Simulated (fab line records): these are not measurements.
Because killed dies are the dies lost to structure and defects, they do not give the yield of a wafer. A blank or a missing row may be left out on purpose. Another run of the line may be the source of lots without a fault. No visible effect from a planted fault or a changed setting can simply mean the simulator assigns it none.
The same fault as seen by 2 desks ; flow gf180mcu ; numbers are kept per desk, each desk with only its own; the story behind them comes last

METROLOGY DESK
What the gauges read, lot by lot, whatever tool the lot ran on: means of the sampled wafers that have a number. Marked OUT: a lot whose mean sits more than 4 standard deviations from the usual mean, which makes it out of limits; the brackets give that distance.
Columns: A = HV_LDD_4_TW at GF_HV_LDD_TW_MEAS_50, usual 567; B = HV_LDD_CVD_54_THK at GF_HV_LDD_THK_MEAS_55, usual 10.01 nm
lot;first seen here;A;B
L772;day 12 09:19;561;10.16
L773;day 12 16:55;571;9.97
L775;day 13 06:32;563;9.97
L777;day 14 01:58;570;9.87
L778;day 14 06:58;572;9.95
L779;day 14 17:22;570;10.16
L787;day 17 11:25;574;9.89
L789;day 18 04:52;508 (-17) OUT;9.98
L790;day 18 10:32;509 (-17) OUT;10.03
L791;day 18 20:54;566;10.00
L794;day 19 16:38;568;10.03
L795;day 20 04:22;567;10.13
Per this desk, out of limits: L789, L790; the first was L789, day 18 04:52 (HV_LDD_4_TW at GF_HV_LDD_TW_MEAS_50). In limits: L772, L773, L775, L777, L778, L779, L787, L791, L794, L795.

TOOL OWNER'S DESK, implanter-01
The tool's own readings at GF_HV_LDD_IMPLANT_48, given as means over the sampled wafers that have a number, one for each lot that went through this tool. Marked OUT: a lot whose mean sits more than 4 standard deviations from the usual mean, which makes it out of limits; the brackets give that distance.
Columns: A = beam energy keV at GF_HV_LDD_IMPLANT_48, usual 25.002; B = dose ions cm2 at GF_HV_LDD_IMPLANT_48, usual 3.001e+13; C = tilt deg at GF_HV_LDD_IMPLANT_48, usual 6.991 degrees
lot;first seen here;A;B;C
L778;day 14 06:44;25.001;3.001e+13;6.999
L787;day 17 11:11;25.006;3.002e+13;7.020
L789;day 18 04:37;25.003;3.002e+13;-0.042 (-99 or more) OUT
L790;day 18 10:17;25.001;3.001e+13;0.010 (-99 or more) OUT
This desk finds L789, L790 out of limits, L789 being first, at day 18 04:37 (tilt deg at GF_HV_LDD_IMPLANT_48). In limits: L778, L787.

BROUGHT TOGETHER
On L789, L790, at day 18 04:37, an alarm was possible from the tool owner's desk.
The metrology desk could have raised an alarm at day 18 04:52, on L789, L790.
Every lot named ran GF_HV_LDD_IMPLANT_48 on implanter-01.

WHAT THE SIMULATOR HAD PUT IN
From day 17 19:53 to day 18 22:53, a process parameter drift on implanter-01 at GF_HV_LDD_IMPLANT_48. Setting tilt deg shifted by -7 from 7. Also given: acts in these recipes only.
Lots struck among those shown: L789, L790.
Fault start to first reading out of limits, in hours, per desk: tool owner, 9; metrology, 9.
